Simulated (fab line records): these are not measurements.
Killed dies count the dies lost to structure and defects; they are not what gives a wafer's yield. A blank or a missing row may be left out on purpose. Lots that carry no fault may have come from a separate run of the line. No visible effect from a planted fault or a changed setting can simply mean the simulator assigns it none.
Which of the tools did it?    flow gf180mcu    6 lots, 18 wafers sampled, at 2 steps of a route of 602

WHAT THE GAUGES READ, wafer by wafer
GF_MVPSD_OVL_MEAS_07.
lot   measured      on          MVPSD_OVL (nm)
L261  day 5 11:33   overlay-01  1.7 -1.3 1.3
L264  day 6 05:54   overlay-02  -0.9 -0.9 -1.7
L266  day 6 21:27   overlay-01  -0.1 0.4 0.0
L268  day 7 06:11   overlay-01  -0.9 1.0 0.3
L278  day 9 21:03   overlay-01  1.0 1.5 1.0
L280  day 10 03:41  overlay-02  -1.0 -0.6 -0.5

WHICH TOOL RAN EACH LOT (tool, then ch and the chambers of the sampled wafers, then the start)
lot   GF_STI_ETCH_13
L261  rie-diel-03 ch 0,1,2, day 2 12:25
L264  rie-diel-01 ch 0,2,3, day 3 03:22
L266  rie-diel-02 ch 1,2,3, day 3 16:06
L268  rie-diel-01 ch 0,2,3, day 4 00:08
L278  rie-diel-02 ch 2,3, day 6 05:40
L280  rie-diel-01 ch 0,2,3, day 6 13:30
- GF_STI_ETCH_13: etches the open film in CHF3/O2, stops on Si, target depth 282.31 nm, time 112.9 s.

THE ANSWER, worked out from the rows above alone
Rule: what is usual is taken from the lots themselves. The widest of any qualifying gaps counts: lots, ordered by their means at a reading, are off when they make up no more than a third of the lots, leave a main group of 4 or more, and stand apart from it by 3 or more times the standard deviation of that group's means. A main group is skipped when, at the precision printed for the reading in the tables above, its means are all equal. A lot without any number at a reading at which 4 lots or more have one is off too. Any other lot the step has rows for is counted as sound.
No lot is off at any reading shown: from this, nothing can be told.

WHAT THE SIMULATOR PUT IN
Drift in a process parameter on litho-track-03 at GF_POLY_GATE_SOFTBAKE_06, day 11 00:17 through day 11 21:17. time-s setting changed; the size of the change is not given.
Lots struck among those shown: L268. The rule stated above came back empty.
